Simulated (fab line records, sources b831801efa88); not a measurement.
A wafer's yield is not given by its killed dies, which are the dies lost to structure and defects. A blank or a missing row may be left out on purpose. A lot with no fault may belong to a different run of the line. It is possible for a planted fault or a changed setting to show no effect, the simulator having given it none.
Which of the tools did it?	flow gf180mcu	6 lots with 18 wafers sampled at 2 steps, on a route of 602 steps

## WHAT THE GAUGES READ, wafer by wafer
GF_DNWELL_TW_MEAS_09.
lot	measured	on	DNWELL_TW
L409	day 3 06:45	filmMetro-01	1352 1358 1359
L414	day 4 14:50	filmMetro-01	1356 1351 1349
L417	day 5 01:40	filmMetro-01	1499 1502 1495
L420	day 5 14:29	filmMetro-03	1326 1320 1326
L425	day 6 18:21	filmMetro-03	1335 1343 1336
L428	day 7 09:45	filmMetro-04	1348 1347 1347

## WHAT TOOL EACH LOT RAN ON (gives the tool, then ch and the chambers of the sampled wafers, and finally the start)
lot	GF_DNWELL_IMPLANT_07
L409	implanter-02 ch 0, day 3 06:30
L414	implanter-02 ch 0, day 4 14:36
L417	implanter-02 ch 0, day 5 01:25
L420	implanter-01 ch 0, day 5 14:16
L425	implanter-01 ch 0, day 6 18:06
L428	implanter-03 ch 0, day 7 09:31
- GF_DNWELL_IMPLANT_07

## THE ANSWER, worked out from the rows above alone
Rule: what is usual is taken from the lots themselves. Put in order of their means at a reading, lots are off if they are a third of the lots or fewer, leave a main group of 4 or more, and stand apart from it by a gap of 3 or more times the standard deviation of the main group's means; of several such gaps the widest counts. The tables above print the reading to a certain number of digits; a main group whose means all agree to those digits is not used. Also off: a lot with no number at a reading for which 4 or more lots have one. Where the step has rows for the other lots, those lots are counted as sound.
Off: L417, at GF_DNWELL_TW_MEAS_09 (DNWELL_TW). The main group has a mean of 1344 with a standard deviation of 12.
If a tool, at a process step before that reading, ran all the lots that are off and no sound lot after the first of them, it fits. Gauges at GF_DNWELL_TW_MEAS_09: tried the same way as those tools. 2 tools fit, implanter-02 at GF_DNWELL_IMPLANT_07 and filmMetro-01 at GF_DNWELL_TW_MEAS_09, so this cannot tell which one it is.

## WHAT WAS PUT IN BY THE SIMULATOR
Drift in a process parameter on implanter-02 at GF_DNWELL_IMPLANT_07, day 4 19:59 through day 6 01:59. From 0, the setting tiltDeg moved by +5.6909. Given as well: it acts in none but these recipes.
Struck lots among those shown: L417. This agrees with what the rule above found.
